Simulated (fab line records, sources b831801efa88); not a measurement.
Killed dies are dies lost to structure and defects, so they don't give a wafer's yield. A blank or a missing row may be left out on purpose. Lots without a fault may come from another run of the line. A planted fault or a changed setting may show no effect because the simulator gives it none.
Problem report in the 8D (eight disciplines) form, filled by code | flow sky130 | the parts of the form that need people (team, actions taken, sign-off) are left out

1. THE PROBLEM
exposure_dose_mJ_cm2 at SKY_RES_XHIGH_EXPOSE_04 reads a mean of 132.36 on 6 wafers of 2 lots; wafers without a fault read 139.98 with a standard deviation of 0.15. That is -51 standard deviations from the usual mean.
The step: exposes mask URPM, target cd 1270 nm.
First seen on wafer L336.1, day 31 08:59, on iline_stepper-01. The record holds 39 wafers of 13 lots with a number at this step. Rule for "out", or "out of limits": more than 4 standard deviations from the usual mean. The other wafers with a number count as sound.

2. WHAT IT IS AND WHAT IT IS NOT
question                    | is                     | is not
which readings at this step | exposure_dose_mJ_cm2   | stage_vel_mm_s
which lots                  | L336, L345             | L323, L324, L325, L326, L328, L331, L332, L333, L334, L335, L337
which wafers of those lots  | all that have a number | -
read on which tools         | iline_stepper-01       | iline_stepper-02
when                        | from day 31 08:59      | up to then (33 sound wafers)

3. SUSPECTS, AND WHAT RULES EACH OUT
Counting: a tool at a process step up to the reading stays a suspect if it ran every lot that is out and no sound lot after the first of them.
- iline_stepper-01 at SKY_RES_XHIGH_EXPOSE_04 (exposes mask URPM, target cd 1270 nm): kept. It ran every lot that is out, first L336 (day 31 08:59), and no sound lot after that; its last sound lot up to then is L337 (day 31 08:02). Its own readings are out on those wafers: exposure_dose_mJ_cm2.
Left after counting: iline_stepper-01 at SKY_RES_XHIGH_EXPOSE_04.

4. THE CAUSE (what the simulator had put in)
Process parameter drift: iline_stepper-01, from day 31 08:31 on, at SKY_RES_XHIGH_EXPOSE_04. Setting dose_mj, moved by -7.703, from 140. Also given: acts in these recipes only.
Counting left only this tool.

5. THE CHAIN OF EFFECTS, in route order
Each row: a reading whose mean over the struck wafers that have a number lies more than 3 standard deviations from the usual. Only readings for which the record gives a usual standard deviation are gone through. hours: the time from each lot's start at the first step in this table that gives one to its start at this step, as a median over the lots. sigmas: the change in usual standard deviations.
hours | step                    | reading              | usual  | on struck wafers | change | sigmas
0     | SKY_RES_XHIGH_EXPOSE_04 | exposure_dose_mJ_cm2 | 139.98 | 132.36           | -7.62  | -51
The process steps in it:
- SKY_RES_XHIGH_EXPOSE_04: exposes mask URPM, target cd 1270 nm.
Later measuring or inspecting steps at which every struck wafer that the step has a row for has a number for every such reading, and none has moved that far: SKY_LI_CONTACT_BOW_MEAS_03.

6. WHAT WOULD HAVE CAUGHT IT SOONER
In this record the first reading out of limits was taken at day 31 08:59, 0 hours after the fault began at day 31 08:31.
